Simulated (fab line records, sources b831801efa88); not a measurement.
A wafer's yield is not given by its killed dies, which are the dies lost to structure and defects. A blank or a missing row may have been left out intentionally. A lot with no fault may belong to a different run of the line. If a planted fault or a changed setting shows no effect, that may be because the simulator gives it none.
Matching of chambers	flow gf180mcu	GF_V3_CMP_04 on cmp-01 has 4 sister chambers
The step polishes SiO2. 4 wafers are shown with their chamber, then 7 later ones without.

WAFERS PAIRED WITH THEIR CHAMBERS
wafer	chamber	motor-current-A (A)
L106.5	1	11.5
L116.4	2	11.0
L118.1	0	12.2
L118.3	3	11.7

WAFERS WITHOUT THEIR CHAMBER
wafer	motor-current-A (A)
L118.5	11.4
L120.1	12.1
L120.5	11.3
L120.6	12.5
L121.2	11.0
L121.3	11.8
L121.6	10.4

WHICH CHAMBER EACH ONE RAN IN
wafer	from the rows above	in truth
L118.5	can't be placed: 1 or 3 or 2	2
L120.1	can't be placed: 0 or 3 or 1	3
L120.5	can't be placed: 1 or 2 or 3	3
L120.6	can't be placed: 0 or 3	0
L121.2	can't be placed: 2 or 1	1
L121.3	can't be placed: 3 or 1 or 0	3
L121.6	can't be placed: 2 or 1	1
Placed correctly: 0 of 7. Can't be placed from these rows: 7 (the true chamber is among the candidates in 7). 0 placed wrongly.
How it was worked out, from the rows above alone: a wafer's distance from a chamber is the root of the sum, over the readings, of the square of ((its reading less the chamber's mean) divided by the reading's scatter). The wafer belongs to the nearest chamber; if the next one is less than 2 further off, it can't be placed. A chamber's mean is the mean of its shown wafers. The scatter: with one shown wafer a chamber, the root of the mean of the squares of how far each hidden wafer lies from its nearest shown one.
